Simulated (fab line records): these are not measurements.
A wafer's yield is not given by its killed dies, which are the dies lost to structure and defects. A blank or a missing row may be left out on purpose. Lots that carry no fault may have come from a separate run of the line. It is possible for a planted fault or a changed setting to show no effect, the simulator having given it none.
Problem report in the 8D (eight disciplines) form, filled by code :: flow sky130 :: the parts of the form that need people (team, actions taken, sign-off) are left out

## 1. PROBLEM STATEMENT
Mean of run_length_s at SKY_VIA3_ETCH_14: 56.0 s across 4 wafers in 3 lots; on wafers with no fault it is 74.1 s (standard deviation 0.49). Measured from the usual mean, that is -37 standard deviations.
The step: etches BARC in N2/H2, stops on SiO2, time 45.9 s, target depth 60 nm.
Seen first at day 44 10:50 on rie_diel-02, wafer L905.1. The record holds 45 wafers of 15 lots with a number at this step. Rule for "out" (also "out of limits"): further than 4 standard deviations from the usual mean. Any other wafer with a number is counted as sound.

## 2. WHAT IT IS, AND WHAT IT ISN'T
question: which readings at this step
is: run_length_s, oes_product_au
is not: drypump_motor_current_A

question: which lots
is: L905, L908, L909
is not: L890, L891, L892, L893, L894, L895, L897, L899, L904, L910, L911, L912

question: which wafers of those lots
is: L905.1, L908.1, L908.3, L909.3
is not: L905.2, L905.5, L908.4, L909.4, L909.6

question: read on which tools
is: rie_diel-02
is not: rie_diel-03, rie_diel-04

question: when
is: from day 44 10:50
is not: up to then (26 sound wafers); but 15 sound wafers of L904, L908, L909, L910, L911, L912 came after

## 3. WHAT RULES OUT EACH SUSPECT
Counting: any tool at a process step up to the reading remains a suspect provided it ran every lot that is out. Sound lots after the first of them don't rule it out here, since some wafers of a struck lot are sound.
- rie_diel-02 at SKY_VIA3_ETCH_14 (etches BARC in N2/H2, stops on SiO2, time 45.9 s, target depth 60 nm): kept. It ran every lot that is out, first L905 (day 44 10:50); its last sound lot up to then is L895 (day 41 13:47). Its own readings are out on those wafers: oes_product_au, run_length_s.
The count leaves rie_diel-02 at SKY_VIA3_ETCH_14.

## 4. THE CAUSE (what the simulator had put in)
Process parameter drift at SKY_VIA3_ETCH_14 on rie_diel-02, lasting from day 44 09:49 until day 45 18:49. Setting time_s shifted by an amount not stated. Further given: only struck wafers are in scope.
The count eliminated every tool but this one.

## 5. THE EFFECT CHAIN, in route order
Each row: a reading where the mean over the struck wafers with a number is more than 3 standard deviations away from the usual. Scope: only readings with a usual standard deviation given in the record; hours: median across lots of the time from each lot's start at the first step in this table that gives one to its start at this step; sigmas: change in usual standard deviations.
hours: 0
step: SKY_VIA3_ETCH_14
reading: oes_product_au
usual: 0.851 a.u.
on struck wafers: 0.987
change: +0.136
sigmas: +28

hours: 0
step: SKY_VIA3_ETCH_14
reading: run_length_s
usual: 74.1 s
on struck wafers: 56.0
change: -18.1
sigmas: -37

hours: 0
step: SKY_VIA3_ETCH_15
reading: oes_product_au
usual: 0.947 a.u.
on struck wafers: 0.368
change: -0.579
sigmas: -99 or more

hours: 0
step: SKY_VIA3_STRIP_16
reading: strip_time_to_endpoint_s
usual: 4.14 s
on struck wafers: 4.33
change: +0.19
sigmas: +5.8
Process steps it contains:
- SKY_VIA3_ETCH_14: etches BARC in N2/H2, stops on SiO2, time 45.9 s, target depth 60 nm.
- SKY_VIA3_ETCH_15: etches SiO2 in C4F8/O2/Ar, stops on TiN, target depth 507 nm, time 78 s.
- SKY_VIA3_STRIP_16: strips in O2/N2.

## 6. WHAT WOULD HAVE CAUGHT IT SOONER
In this record the first reading out of limits was taken at day 44 10:50, 1 hour after the fault began at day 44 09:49.
